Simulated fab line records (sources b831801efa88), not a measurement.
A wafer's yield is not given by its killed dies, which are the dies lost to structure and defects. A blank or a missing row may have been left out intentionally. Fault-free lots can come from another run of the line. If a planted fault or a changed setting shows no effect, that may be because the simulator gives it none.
The tool behind it: which one?	flow sky130	6 lots, 18 wafers sampled, at 2 steps of a route of 708

## WHAT THE GAUGES SHOWED, per wafer
SKY_VT_ADJUST_NCORE_TW_MEAS_11.
lot	measured	on	VT_ADJUST_NCORE_TW
L830	day 8 16:07	film-metro-01	219.1 219.7 220.7
L833	day 9 13:12	film-metro-04	217.4 218.3 217.6
L838	day 11 06:09	film-metro-01	222.7 220.9 221.8
L842	day 12 10:28	film-metro-01	218.3 218.5 218.6
L846	day 13 18:31	film-metro-03	230.5 229.8 231.0 230.4 230.3 230.4
L850	day 14 18:52	film-metro-01	219.4 218.0 218.4

## WHICH TOOL RAN EACH LOT (tool, then ch and the chambers of the sampled wafers, then the start)
lot	SKY_VT_ADJUST_NCORE_IMPLANT_09
L830	implanter-04 ch 0, day 8 15:53
L833	implanter-01 ch 0, day 9 12:58
L838	implanter-01 ch 0, day 11 05:55
L842	implanter-02 ch 0, day 12 10:16
L846	implanter-02 ch 0, day 13 18:16
L850	implanter-01 ch 0, day 14 18:37
- SKY_VT_ADJUST_NCORE_IMPLANT_09

## THE ANSWER, worked out from the rows above alone
Rule: usual is defined by the lots themselves. Put in order of their means at a reading, lots are off if they are a third of the lots or fewer, leave a main group of 4 or more, and stand apart from it by a gap of 3 or more times the standard deviation of the main group's means; of several such gaps the widest counts. A main group is skipped when, at the precision printed for the reading in the tables above, its means are all equal. Also off: a lot with no number at a reading for which 4 or more lots have one. Any other lot the step has rows for is counted as sound.
Off: at SKY_VT_ADJUST_NCORE_TW_MEAS_11 (VT_ADJUST_NCORE_TW), L846. Mean 219.3 and standard deviation 1.4 in the main group.
A tool fits if, at a process step before that reading, it ran every lot that is off, and no sound lot after the first of them. Those tools and the gauges at SKY_VT_ADJUST_NCORE_TW_MEAS_11 are tried in the same way. This does not decide it: 2 tools fit, namely implanter-02 at SKY_VT_ADJUST_NCORE_IMPLANT_09 and film-metro-03 at SKY_VT_ADJUST_NCORE_TW_MEAS_11.

## WHAT THE SIMULATOR HAD PUT IN
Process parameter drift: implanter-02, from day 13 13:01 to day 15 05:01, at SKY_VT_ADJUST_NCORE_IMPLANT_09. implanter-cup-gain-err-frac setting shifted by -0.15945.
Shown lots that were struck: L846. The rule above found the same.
